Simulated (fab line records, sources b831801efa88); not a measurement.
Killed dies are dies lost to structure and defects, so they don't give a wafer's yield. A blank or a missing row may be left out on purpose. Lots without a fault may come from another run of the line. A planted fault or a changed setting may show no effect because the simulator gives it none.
A struck lot beside a sound one | flow sky130 | 17 steps out of a route of 708
Sound: wafers L293.1, L293.2, L293.6. Struck: wafers L300.1, L300.5, L300.6. The cause comes at the end.
At each step with rows: each side's tool, then ch and its chambers, then its first start. Under that, the readings that differ: sound wafers | struck wafers | difference of the means | sigmas: that difference in standard deviations of wafers without a fault.
alike: readings whose means differ by less than 2 such deviations, and words and numbers that are the same on both sides. not compared: withheld readings, readings that some wafer has no value for, bounds like >300 that may hide the same value, and numbers for which the record gives no deviation and whose values overlap.
The two part at a step that has a row with sigmas, a row that says differs or no value, or rows on one side only. Numbers that don't overlap but have no deviation are shown without sigmas and don't part them. A reading that every wafer of one side lacks parts them only if that side has two wafers or more.

first, 3 steps without rows for these wafers: SKY_LI_CONTACT_EXPOSE_09 (exposes mask LICM1, target cd 170 nm); SKY_LI_CONTACT_PEB_10; SKY_LI_CONTACT_DEVELOP_11 (develop time 60 s).
SKY_LI_CONTACT_CD_MEAS_12: target cd 170 nm.
  sound on cd_sem-02, day 32 23:40; struck on cd_sem-02, day 34 21:03
  alike: cd_nm
SKY_LI_CONTACT_OVL_MEAS_13:
  sound on overlay-02, day 32 23:47; struck on overlay-01, day 34 21:10
  alike: LI_CONTACT_OVL
then, 1 step without rows for these wafers: SKY_LI_CONTACT_ETCH_14 (etches BARC in N2/H2, stops on SiO2, time 45.9 s, target depth 60 nm).
SKY_LI_CONTACT_ETCH_15: etches PSG in C4F8/O2/Ar, stops on Si, target depth 600 nm.
  sound on rie_diel-03 ch 0,1,3, day 32 23:52; struck on rie_diel-01 ch 0,1,2, day 34 21:15
  alike: oes_product_au
SKY_LI_CONTACT_STRIP_16: strips in O2/N2.
  sound on plasma_asher-03 ch 0,1, day 32 23:57; struck on plasma_asher-04 ch 0,1, day 34 21:20
  alike: drypump_motor_current_A, o2_flow_sccm, oes_product_au, strip_time_to_endpoint_s
  not compared: rf_hours_counter_h
then, 2 steps without rows for these wafers: SKY_LI_CONTACT_CLEAN_17 (cleans in NMP, time 600 s); SKY_LI_CONTACT_PRE_CLEAN_18 (time 5.6 s).
SKY_LI_CONTACT_SPUTTER_19: material Ti, target thk 20 nm, time 106.37 s.
  sound on pvd_sputter-04, day 33 00:16; struck on pvd_sputter-01, day 34 21:49
  alike: chamber_pressure_pa, throttle_valve_pct
SKY_LI_CONTACT_SPUTTER_20: material TiN, target thk 20 nm, time 80 s.
  sound on pvd_sputter-04, day 33 00:20; struck on pvd_sputter-01, day 34 21:53
  alike: chamber_pressure_pa, throttle_valve_pct
SKY_LI_CONTACT_CVD_21: deposits W, target thk 400 nm, time 120.56 s.
  sound on cvd_w-01 ch 0,1, day 33 00:24; struck on cvd_w-01 ch 0,1, day 34 21:57
  reading                                  | sound             | struck            | difference | sigmas
  model.W_of_LI_CONTACT_CVD_21.thk_nm (nm) | 393.4 397.6 400.1 | 441.4 429.6 437.5 | +39.1      |
  alike: heater_power_w
SKY_LI_CONTACT_RS_MEAS_22: measures by four-point-probe.
  sound on film_metro-01, day 33 00:32; struck on film_metro-02, day 34 22:05
  reading                  | sound             | struck            | difference | sigmas
  LI_CONTACT_W_RS (ohm/sq) | 0.289 0.286 0.284 | 0.258 0.265 0.260 | -0.025     | -5
SKY_LI_CONTACT_THK_MEAS_23: measures by xrf.
  sound on film_metro-01, day 33 00:39; struck on film_metro-02, day 34 22:12
  reading               | sound       | struck      | difference | sigmas
  LI_CONTACT_W_THK (nm) | 405 408 412 | 441 426 435 | +26        | +3
SKY_LI_CONTACT_CMP_24: polishes, stops on PSG, t overpolish 20 s, target thk 0 nm.
  sound on cmp-02 ch 0,1, day 33 00:46; struck on cmp-01 ch 0,1, day 34 22:19
  alike: motor_current_A, time_to_endpoint_s
-- the record jumps here: 15 days lie between the struck wafers' starts before and after (it left off in module LI_CONTACT and takes up again in module PAD_OPEN, whose first step shown is number 708 of the route) --
SKY_PAD_OPEN_PROBE_99:
  the record has rows for the struck wafers here (prober-02, day 49 21:12) and none for the sound ones

WHERE THEY PART
First at SKY_LI_CONTACT_RS_MEAS_22; last, within this record, at SKY_PAD_OPEN_PROBE_99.

WHY: what the simulator had put in
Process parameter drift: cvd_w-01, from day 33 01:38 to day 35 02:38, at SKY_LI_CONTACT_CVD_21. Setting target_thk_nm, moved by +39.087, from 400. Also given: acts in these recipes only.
